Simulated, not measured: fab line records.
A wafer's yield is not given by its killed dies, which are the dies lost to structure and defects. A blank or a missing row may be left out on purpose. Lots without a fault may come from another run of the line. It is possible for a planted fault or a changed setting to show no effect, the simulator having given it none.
Matching of chambers    flow gf180mcu    rie diel-02 running GF_V5_ETCH_16: 4 sister chambers
The step etches BARC in N2/H2. 16 wafers are shown with their chamber, then 8 later ones without.

WAFERS PAIRED WITH THEIR CHAMBERS
wafer   chamber  throttle valve pct (%)  h2 flow sccm (sccm)  oes product au (a.u.)
L961.2  3        13.225                  199.3                0.861
L961.3  0        13.228                  199.8                0.858
L961.4  1        13.214                  200.3                0.853
L963.1  2        13.229                  200.2                0.851
L963.4  0        13.227                  199.1                0.851
L963.5  0        13.222                  199.6                0.855
L967.1  1        13.226                  199.7                0.860
L967.3  3        13.228                  201.1                0.856
L967.4  2        13.216                  199.5                0.854
L969.3  3        13.223                  201.1                0.852
L969.5  1        13.216                  199.6                0.857
L969.6  3        13.226                  200.1                0.851
L970.1  3        13.234                  199.8                0.857
L970.3  2        13.214                  200.3                0.847
L970.4  2        13.216                  200.1                0.851
L971.1  3        13.227                  200.1                0.848

SIGNATURES (averages over the wafers above)
reading             chamber 0  chamber 1  chamber 2  chamber 3  scatter within a chamber
throttle valve pct  13.22567   13.21867   13.21875   13.22717   0.00514
h2 flow sccm        199.500    199.867    200.025    200.250    0.542
oes product au      0.85467    0.85667    0.85075    0.85417    0.00393
Rule: for each reading, subtract the chamber's mean from the wafer's reading, divide by that reading's scatter and square the result; add these up over the readings and take the root, which gives the wafer's distance from the chamber. The wafer belongs to the nearest chamber; if the next one is less than 2 further off, it can't be placed. The scatter is the square root of a quotient: the sum, over the shown wafers, of each reading's squared deviation from its chamber's mean, divided by wafers minus chambers.

WAFERS WHOSE CHAMBER IS MISSING
wafer   throttle valve pct (%)  h2 flow sccm (sccm)  oes product au (a.u.)
L971.3  13.226                  199.3                0.855
L971.4  13.218                  200.2                0.852
L972.1  13.215                  199.7                0.855
L972.3  13.225                  200.3                0.855
L972.6  13.231                  199.0                0.856
L980.3  13.225                  199.8                0.851
L980.4  13.225                  200.3                0.858
L980.5  13.214                  200.3                0.861

CHAMBER TAKEN BY EACH
wafer   from the rows above                in truth
L971.3  can't be placed: 0 or 3 or 1 or 2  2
L971.4  can't be placed: 2 or 1 or 3 or 0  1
L972.1  can't be placed: 1 or 2 or 0 or 3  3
L972.3  can't be placed: 3 or 0 or 1 or 2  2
L972.6  can't be placed: 0 or 3 or 1 or 2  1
L980.3  can't be placed: 0 or 3 or 2 or 1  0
L980.4  can't be placed: 3 or 1 or 0 or 2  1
L980.5  can't be placed: 1 or 2 or 3 or 0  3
Placed correctly: 0 of 8. Can't be placed from these rows: 8 (the true chamber is among the candidates in 8). Placed wrongly: 0.
